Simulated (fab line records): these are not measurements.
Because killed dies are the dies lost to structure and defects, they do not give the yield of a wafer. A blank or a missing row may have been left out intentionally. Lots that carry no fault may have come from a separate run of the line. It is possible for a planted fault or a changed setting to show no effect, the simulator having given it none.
Chamber matching	flow gf180mcu	GF_V4_ETCH_16 on rie-diel-03 has 4 sister chambers
The step etches BARC in N2/H2. 4 wafers are shown with their chamber, then 10 later ones without.

== WAFERS WITH THEIR CHAMBER ==
wafer	chamber	drypump-motor-current-A (A)
L079.6	1	6.4
L080.3	2	5.2
L083.3	0	5.9
L083.4	3	5.8

== WAFERS MISSING THEIR CHAMBER ==
wafer	drypump-motor-current-A (A)
L083.5	5.2
L086.1	5.8
L086.2	5.9
L086.4	5.3
L092.2	6.3
L092.4	5.9
L092.5	6.4
L097.4	5.9
L097.5	6.3
L097.6	5.9

== THE CHAMBER EACH PASSED THROUGH ==
wafer	from the rows above	in truth
L083.5	2	2
L086.1	can't be placed: 3 or 0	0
L086.2	can't be placed: 0 or 3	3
L086.4	2	2
L092.2	1	1
L092.4	can't be placed: 0 or 3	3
L092.5	1	1
L097.4	can't be placed: 0 or 3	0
L097.5	1	1
L097.6	can't be placed: 0 or 3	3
Correct placement for 5 of the 10. Cannot be placed on the basis of these rows: 5; the candidates contain the true chamber in 5. Number placed wrongly: 0.
How it was worked out, from the rows above alone: a wafer's distance from a chamber is the root of the sum, over the readings, of the square of ((its reading less the chamber's mean) divided by the reading's scatter). The wafer belongs to the nearest chamber; if the next one is less than 2 further off, it can't be placed. A chamber's mean is the mean of its shown wafers. The scatter: root of mean squared gap, hidden wafer to nearest shown wafer, with one shown wafer a chamber.
